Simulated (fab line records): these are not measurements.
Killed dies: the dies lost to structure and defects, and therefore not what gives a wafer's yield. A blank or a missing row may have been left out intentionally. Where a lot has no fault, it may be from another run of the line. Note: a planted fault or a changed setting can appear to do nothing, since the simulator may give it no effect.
Problem report in the 8D (eight disciplines) form, filled by code ; flow sky130 ; the parts of the form that need people (team, actions taken, sign-off) are left out

## 1. WHAT IS WRONG
Mean of cathode dc power W at SKY_METAL3_SPUTTER_04: 7305.9 W across 2 wafers in 2 lots; on wafers with no fault it is 6500.1 W (standard deviation 1.3). So: +99 or more standard deviations from the usual mean.
The step: material TiN, target thk 70 nm, time 58.3 s.
The first sign was on wafer L693.4 at day 42 12:33, on pvd sputter-02. The record has a number at this step for 18 wafers belonging to 6 lots. By rule, "out" or "out of limits" means more than 4 standard deviations away from the usual mean. The rest of the wafers with a number are treated as sound.

## 2. WHAT IT IS; WHAT IT IS NOT
question;is;is not
which readings at this step;cathode dc power W;throttle valve pct
which lots;L693, L694;L674, L678, L683, L697
which wafers of those lots;L693.4, L694.2;L693.2, L693.6, L694.1, L694.5
read on which tools;pvd sputter-02;pvd sputter-01, pvd sputter-03
when;from day 42 12:33;"up to then (11 sound wafers); but 5 sound wafers of L694, L697 came after"

## 3. SUSPECTS, AND WHAT RULES EACH OUT
Counting: if a tool at a process step up to the reading ran every lot that is out, it stays a suspect. Sound lots after the first of them don't rule it out here, since some wafers of a struck lot are sound.
- pvd sputter-02 at SKY_METAL3_SPUTTER_00 (material Ti, target thk 15 nm, time 10 s): kept. It processed each lot that is out (first: L693, day 42 12:27); up to then, its last sound lot is L678 (day 37 19:23).
- pvd sputter-02 at SKY_METAL3_SPUTTER_02 (material AlCu, target thk 735 nm, time 39.1 s): kept. It processed each lot that is out (first: L693, day 42 12:30); up to then, its last sound lot is L678 (day 37 19:26).
- pvd sputter-02 at SKY_METAL3_SPUTTER_03 (material Ti, target thk 5 nm, time 3.3 s): kept. It processed each lot that is out (first: L693, day 42 12:32); up to then, its last sound lot is L678 (day 37 19:29).
- pvd sputter-02 at SKY_METAL3_SPUTTER_04 (material TiN, target thk 70 nm, time 58.3 s): kept. It processed each lot that is out (first: L693, day 42 12:33); up to then, its last sound lot is L678 (day 37 19:30). Out on those wafers are its own readings of cathode dc power W.
Left after counting: pvd sputter-02 at SKY_METAL3_SPUTTER_00, pvd sputter-02 at SKY_METAL3_SPUTTER_02, pvd sputter-02 at SKY_METAL3_SPUTTER_03, pvd sputter-02 at SKY_METAL3_SPUTTER_04.

## 4. THE CAUSE (what the simulator had put in)
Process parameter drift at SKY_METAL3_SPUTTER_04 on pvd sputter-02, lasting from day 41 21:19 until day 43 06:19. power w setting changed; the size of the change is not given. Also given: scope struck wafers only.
Of the 4 suspects that counting leaves, this tool is one.

## 5. THE CHAIN OF EFFECTS, in route order
Each row: a reading where the mean over the struck wafers with a number is more than 3 standard deviations away from the usual. Readings are gone through only where the record gives a usual standard deviation; hours: the median, over the lots, of the time from a lot's start at the first step in this table giving one to that lot's start at this step; sigmas: the change measured in usual standard deviations.
hours;step;reading;usual;on struck wafers;change;sigmas
0;SKY_METAL3_SPUTTER_04;cathode dc power W;6500.1 W;7305.9;+805.8;+99 or more
Process steps it contains:
- SKY_METAL3_SPUTTER_04: material TiN, target thk 70 nm, time 58.3 s.

## 6. WHAT WOULD HAVE CAUGHT IT SOONER
In this record the first reading out of limits was taken at day 42 12:33, 15 hours after the fault began at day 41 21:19.
